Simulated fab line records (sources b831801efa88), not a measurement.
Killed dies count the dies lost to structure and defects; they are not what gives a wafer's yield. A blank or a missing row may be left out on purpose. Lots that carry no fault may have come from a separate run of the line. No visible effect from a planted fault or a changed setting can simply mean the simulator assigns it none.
Problem report in the 8D (eight disciplines) form, filled by code    flow gf180mcu    the parts of the form that need people (team, actions taken, sign-off) are left out

== 1. THE ISSUE ==
At GF_M4_SOFTBAKE_10, run-length-s averages 96.34 s over 6 wafers from 2 lots, while fault-free wafers read 89.24 s, standard deviation 0.14. Measured from the usual mean, that is +51 standard deviations.
The step: time 60 s.
The first sign was on wafer L936.1 at day 27 19:20, on litho-track-02. At this step, 36 wafers from 12 lots have a number in the record. Rule for "out", or "out of limits": more than 4 standard deviations from the usual mean. The other wafers with a number count as sound.

== 2. WHAT IT IS AND WHAT IT IS NOT ==
question                     is                      is not
which readings at this step  run-length-s            exhaust-pa, resist-line-temp-C
which lots                   L936, L938              L923, L925, L929, L930, L932, L933, L935, L937, L939, L944
which wafers of those lots   all that have a number  -
read on which tools          litho-track-02          litho-track-01, litho-track-04
when                         from day 27 19:20       up to then (21 sound wafers); but 9 sound wafers of L937, L939, L944 came after

== 3. WHAT RULES OUT EACH SUSPECT ==
Counting: a tool stays on the suspect list if, at a process step up to the reading, it processed all lots that are out and no sound lot following the first of them.
- litho-track-02 at GF_M4_SOFTBAKE_10 (time 60 s): kept. It ran every lot that is out, first L936 (day 27 19:20), and no sound lot after that; its last sound lot up to then is L935 (day 27 10:20). Its own readings are out on those wafers: run-length-s.
After counting, what remains is litho-track-02 at GF_M4_SOFTBAKE_10.

== 4. THE CAUSE (what the simulator had put in) ==
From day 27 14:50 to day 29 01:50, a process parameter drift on litho-track-02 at GF_M4_SOFTBAKE_10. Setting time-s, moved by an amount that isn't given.
After counting, this tool was the only one left.

== 5. THE EFFECT CHAIN, in route order ==
Each row: a reading where the mean over the struck wafers with a number is more than 3 standard deviations away from the usual. Only readings whose record carries a usual standard deviation are examined. hours: median over the lots of the time between each lot's start at the first step of this table that gives one and its start at this step. sigmas: the change, counted in usual standard deviations.
hours  step               reading       usual    on struck wafers  change  sigmas
0      GF_M4_SOFTBAKE_10  run-length-s  89.24 s  96.34             +7.10   +51
The process steps in it:
- GF_M4_SOFTBAKE_10: time 60 s.

== 6. HOW IT WOULD HAVE BEEN CAUGHT EARLIER ==
First out-of-limits reading in this record: day 27 19:20, which is 4 hours after fault onset at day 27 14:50.
